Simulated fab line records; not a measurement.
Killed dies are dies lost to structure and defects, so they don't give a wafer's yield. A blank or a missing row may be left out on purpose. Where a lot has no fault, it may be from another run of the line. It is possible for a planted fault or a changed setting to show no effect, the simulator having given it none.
Which tool was responsible? ; flow gf180mcu ; 24 lots, 72 wafers sampled, at 5 steps of a route of 602

## WHAT THE GAUGES READ, wafer by wafer
GF_TOP_METAL_THK_MEAS_06: measures by xrf. Usual: for TOP_METAL_ALCU_THK the level is 894 nm and the standard deviation is 8.3.
lot;measured;on;TOP_METAL_ALCU_THK (nm);flag
L074;day 27 11:14;film metro-01;895 877 883;
L075;day 27 17:58;film metro-01;903 899 907;
L076;day 27 18:08;film metro-03;894 887 884;
L077;day 28 01:23;film metro-03;901 906 889;
L078;day 28 13:50;film metro-03;896 891 889;
L079;day 28 18:35;film metro-03;894 908 895;
L080;day 29 09:07;film metro-03;898 891 880;
L081;day 29 16:26;film metro-01;900 905 897;
L082;day 29 23:59;film metro-01;896 900 893;
L083;day 30 02:58;film metro-03;890 901 891;
L084;day 30 17:20;film metro-01;907 900 912;
L085;day 30 21:10;film metro-03;876 885 883;
L086;day 30 22:54;film metro-03;899 891 894;
L087;day 31 04:25;film metro-03;882 895 887;
L088;day 31 15:43;film metro-03;891 888 889;
L089;day 31 21:50;film metro-01;894 886 896;
L091;day 32 10:47;film metro-03;908 894 891;
L090;day 32 11:36;film metro-03;883 880 884;
L092;day 32 12:38;film metro-01;897 902 908;
L093;day 32 23:56;film metro-01;896 880 893;
L094;day 33 00:17;film metro-03;902 899 898;
L095;day 33 06:23;film metro-03;897 895 897;
L096;day 33 10:18;film metro-01;874 887 883;
L097;day 33 11:48;film metro-03;875 898 885;

## TOOL THAT RAN EACH LOT (tool first, then ch and the chambers of the sampled wafers, then the start)
lot;GF_V2_ETCH_16;GF_V3_CVD_23;GF_V4_SPUTTER_22;GF_MIM_STRIP_20
L074;rie diel-02 ch 0,1,2, day 20 14:40;cvd w-01 ch 1, day 22 18:38;pvd sputter-02, day 24 18:01;plasma asher-01 ch 0, day 25 15:47
L075;rie diel-02 ch 0,2,3, day 20 18:41;cvd w-01 ch 0,1, day 22 22:21;pvd sputter-03, day 24 22:10;plasma asher-01 ch 0,1, day 25 20:18
L076;rie diel-04 ch 2,3, day 20 20:38;cvd w-01 ch 0, day 23 00:30;pvd sputter-02, day 24 23:58;plasma asher-01 ch 0, day 25 21:14
L077;rie diel-03 ch 1,2,3, day 21 04:35;cvd w-02 ch 0,1, day 23 07:25;pvd sputter-04, day 25 06:49;plasma asher-01 ch 0,1, day 26 04:59
L078;rie diel-03 ch 0,2,3, day 21 20:32;cvd w-02 ch 0,1, day 23 22:23;pvd sputter-03, day 25 20:48;plasma asher-01 ch 0,1, day 26 18:48
L079;rie diel-03 ch 0,3, day 22 03:26;cvd w-01 ch 0,1, day 24 04:08;pvd sputter-04, day 26 01:44;plasma asher-03 ch 0,1, day 26 23:14
L080;rie diel-02 ch 0,1,3, day 22 20:33;cvd w-02 ch 0,1, day 24 20:48;pvd sputter-02, day 26 17:14;plasma asher-03 ch 0,1, day 27 14:23
L081;rie diel-04 ch 0,2,3, day 23 06:02;cvd w-01 ch 0,1, day 25 05:18;pvd sputter-03, day 27 00:54;plasma asher-03 ch 1, day 27 21:39
L082;rie diel-02 ch 0,2,3, day 23 14:00;cvd w-02 ch 0,1, day 25 13:13;pvd sputter-04, day 27 09:02;plasma asher-04 ch 0,1, day 28 06:01
L083;rie diel-02 ch 2,3, day 23 17:38;cvd w-01 ch 0,1, day 25 16:05;pvd sputter-03, day 27 12:08;plasma asher-04 ch 0,1, day 28 08:20
L084;rie diel-04 ch 2,3, day 24 09:13;cvd w-02 ch 0,1, day 26 08:35;pvd sputter-04, day 28 03:43;plasma asher-04 ch 0,1, day 28 23:27
L085;rie diel-04 ch 0,1,3, day 24 15:41;cvd w-02 ch 1, day 26 13:05;pvd sputter-04, day 28 08:23;plasma asher-03 ch 0,1, day 29 04:25
L086;rie diel-04 ch 1,2, day 24 20:25;cvd w-01 ch 0,1, day 26 16:52;pvd sputter-04, day 28 11:34;plasma asher-01 ch 0,1, day 29 07:29
L087;rie diel-02 ch 0,3, day 24 23:46;cvd w-01 ch 1, day 26 20:56;pvd sputter-03, day 28 16:08;plasma asher-03 ch 0,1, day 29 12:29
L088;rie diel-02 ch 0,1, day 25 13:08;cvd w-01 ch 0,1, day 27 09:38;pvd sputter-02, day 29 03:58;plasma asher-01 ch 0,1, day 30 00:04
L089;rie diel-02 ch 0,2, day 25 21:59;cvd w-01 ch 0,1, day 27 18:18;pvd sputter-02, day 29 11:57;plasma asher-03 ch 0,1, day 30 06:55
L091;rie diel-02 ch 2,3, day 26 09:25;cvd w-02 ch 0,1, day 28 06:17;pvd sputter-02, day 29 23:46;plasma asher-01 ch 0,1, day 30 18:59
L090;rie diel-02 ch 0,2, day 26 12:38;cvd w-02 ch 0, day 28 08:41;pvd sputter-03, day 30 02:36;plasma asher-03 ch 1, day 30 21:17
L092;rie diel-04 ch 0,2,3, day 26 13:16;cvd w-01 ch 0,1, day 28 09:36;pvd sputter-04, day 30 02:51;plasma asher-04 ch 0,1, day 30 21:38
L093;rie diel-04 ch 1,3, day 26 23:22;cvd w-02 ch 0,1, day 28 19:18;pvd sputter-04, day 30 11:58;plasma asher-03 ch 0,1, day 31 07:08
L094;rie diel-02 ch 1,2, day 27 00:14;cvd w-02 ch 0,1, day 28 20:20;pvd sputter-03, day 30 12:05;plasma asher-03 ch 0,1, day 31 07:26
L095;rie diel-04 ch 0,2,3, day 27 12:38;cvd w-01 ch 0, day 29 07:41;pvd sputter-03, day 30 23:50;plasma asher-03 ch 0,1, day 31 18:31
L096;rie diel-02 ch 2,3, day 27 19:16;cvd w-01 ch 0,1, day 29 13:56;pvd sputter-04, day 31 05:24;plasma asher-03 ch 0,1, day 31 23:40
L097;rie diel-03 ch 1,2, day 27 19:37;cvd w-02 ch 0,1, day 29 14:08;pvd sputter-03, day 31 05:42;plasma asher-03 ch 0,1, day 32 00:08
- GF_V2_ETCH_16: etches BARC in N2/H2.
- GF_V3_CVD_23: deposits W, target thk 350 nm, time 104.9 s.
- GF_V4_SPUTTER_22: material TiN, target thk 10 nm, time 40 s.
- GF_MIM_STRIP_20: strips in O2/N2.

## WHAT THE TOOLS THEMSELVES READ (means of the sampled wafers that have a number; where no wafer has one, the mark that the record gives instead)
GF_V2_ETCH_16. Usual: drypump motor current A 5.6 A, standard deviation 0.34; oes product au 0.855 a.u., standard deviation 0.0053; rf fwd power W 495.8 W, standard deviation 1.7; throttle valve pct 13.223 %, standard deviation 0.0087.
lot;tool;drypump motor current A (A);oes product au (a.u.);rf fwd power W (W);throttle valve pct (%);flag
L074;rie diel-02;5.4;0.855;496.3;13.225;
L075;rie diel-02;5.7;0.857;494.2;13.221;
L076;rie diel-04;5.8;0.866;496.6;13.227;
L077;rie diel-03;6.0;0.855;494.9;13.221;
L078;rie diel-03;5.8;0.855;496.5;13.219;
L079;rie diel-03;5.6;0.857;496.0;13.218;
L080;rie diel-02;5.5;0.854;494.5;13.234;
L081;rie diel-04;5.6;0.852;496.1;13.219;
L082;rie diel-02;5.7;0.856;495.7;13.228;
L083;rie diel-02;5.8;0.853;495.7;13.226;
L084;rie diel-04;5.8;0.853;495.9;13.223;
L085;rie diel-04;5.5;0.856;496.2;13.226;
L086;rie diel-04;5.5;0.859;495.5;13.231;
L087;rie diel-02;5.7;0.856;494.3;13.215;
L088;rie diel-02;5.2;0.854;496.0;13.228;
L089;rie diel-02;5.7;0.853;495.2;13.222;
L091;rie diel-02;5.9;0.853;498.0;13.221;
L090;rie diel-02;5.7;0.850;494.1;13.225;
L092;rie diel-04;5.6;0.857;493.6;13.220;
L093;rie diel-04;5.5;0.854;495.5;13.226;
L094;rie diel-02;5.3;0.859;498.2;13.216;
L095;rie diel-04;5.6;0.857;495.1;13.218;
L096;rie diel-02;5.9;0.857;498.8;13.214;
L097;rie diel-03;6.2;0.861;494.7;13.226;

GF_V3_CVD_23. Usual: heater power w 904 W, standard deviation 77.
lot;tool;heater power w (W);flag
L074;cvd w-01;987;
L075;cvd w-01;873;
L076;cvd w-01;829;
L077;cvd w-02;855;
L078;cvd w-02;897;
L079;cvd w-01;949;
L080;cvd w-02;896;
L081;cvd w-01;947;
L082;cvd w-02;904;
L083;cvd w-01;946;
L084;cvd w-02;912;
L085;cvd w-02;968;
L086;cvd w-01;930;
L087;cvd w-01;1008;
L088;cvd w-01;888;
L089;cvd w-01;892;
L091;cvd w-02;867;
L090;cvd w-02;806;
L092;cvd w-01;888;
L093;cvd w-02;913;
L094;cvd w-02;862;
L095;cvd w-01;844;
L096;cvd w-01;946;
L097;cvd w-02;874;

GF_V4_SPUTTER_22. Usual: throttle valve pct 30.6 %, standard deviation 0.97.
lot;tool;throttle valve pct (%);flag
L074;pvd sputter-02;29.6;
L075;pvd sputter-03;30.6;
L076;pvd sputter-02;29.7;
L077;pvd sputter-04;30.7;
L078;pvd sputter-03;30.2;
L079;pvd sputter-04;31.3;
L080;pvd sputter-02;30.1;
L081;pvd sputter-03;29.9;
L082;pvd sputter-04;31.2;
L083;pvd sputter-03;30.1;
L084;pvd sputter-04;30.6;
L085;pvd sputter-04;30.5;
L086;pvd sputter-04;31.7;
L087;pvd sputter-03;30.2;
L088;pvd sputter-02;29.6;
L089;pvd sputter-02;30.3;
L091;pvd sputter-02;30.3;
L090;pvd sputter-03;30.8;
L092;pvd sputter-04;30.7;
L093;pvd sputter-04;31.2;
L094;pvd sputter-03;30.7;
L095;pvd sputter-03;30.2;
L096;pvd sputter-04;31.2;
L097;pvd sputter-03;30.5;

GF_MIM_STRIP_20. Usual: drypump motor current A 6.01 A, standard deviation 0.26; heater power w 334 W, standard deviation 25; oes product au 0.692 a.u., standard deviation 0.0048; strip time to endpoint s 11.24 s, standard deviation 0.053.
lot;tool;drypump motor current A (A);heater power w (W);oes product au (a.u.);strip time to endpoint s (s);flag
L074;plasma asher-01;5.78;336;0.695;11.32;
L075;plasma asher-01;6.19;322;0.698;11.31;
L076;plasma asher-01;5.77;333;0.686;11.16;
L077;plasma asher-01;5.96;326;0.695;11.31;
L078;plasma asher-01;5.99;333;0.693;11.21;
L079;plasma asher-03;5.90;350;0.689;11.13;
L080;plasma asher-03;5.90;348;0.691;11.29;
L081;plasma asher-03;5.72;371;0.692;11.23;
L082;plasma asher-04;5.94;340;0.693;11.19;
L083;plasma asher-04;6.02;323;0.691;11.25;
L084;plasma asher-04;5.96;336;0.695;11.26;
L085;plasma asher-03;6.06;333;0.690;11.24;
L086;plasma asher-01;5.99;327;0.688;11.22;
L087;plasma asher-03;5.88;353;0.692;11.21;
L088;plasma asher-01;5.98;328;0.690;11.23;
L089;plasma asher-03;6.06;330;0.687;11.21;
L091;plasma asher-01;6.21;325;0.699;11.25;
L090;plasma asher-03;5.72;372;0.692;11.21;
L092;plasma asher-04;5.95;336;0.693;11.32;
L093;plasma asher-03;5.89;351;0.691;11.23;
L094;plasma asher-03;5.89;346;0.694;11.25;
L095;plasma asher-03;5.88;350;0.689;11.16;
L096;plasma asher-03;5.89;356;0.690;11.21;
L097;plasma asher-03;5.89;354;0.693;11.24;

## THE ANSWER, worked out from the rows above alone
Rule: a lot counts as off when the mean over its wafers that have a number is more than 3 standard deviations away from the usual mean. Also off: a lot with no number at a reading for which 4 or more lots have one. The other lots that the step has rows for count as sound. The gauges are gone through in route order, then the tools' own readings, and for those a lot's mean is taken as printed above. At the first step where some lot is off, the reading lying furthest off is the one used; lots without a number count as furthest.
Across all readings shown, no lot is off: no conclusion can be drawn from this.

## WHAT THE SIMULATOR HAD PUT IN
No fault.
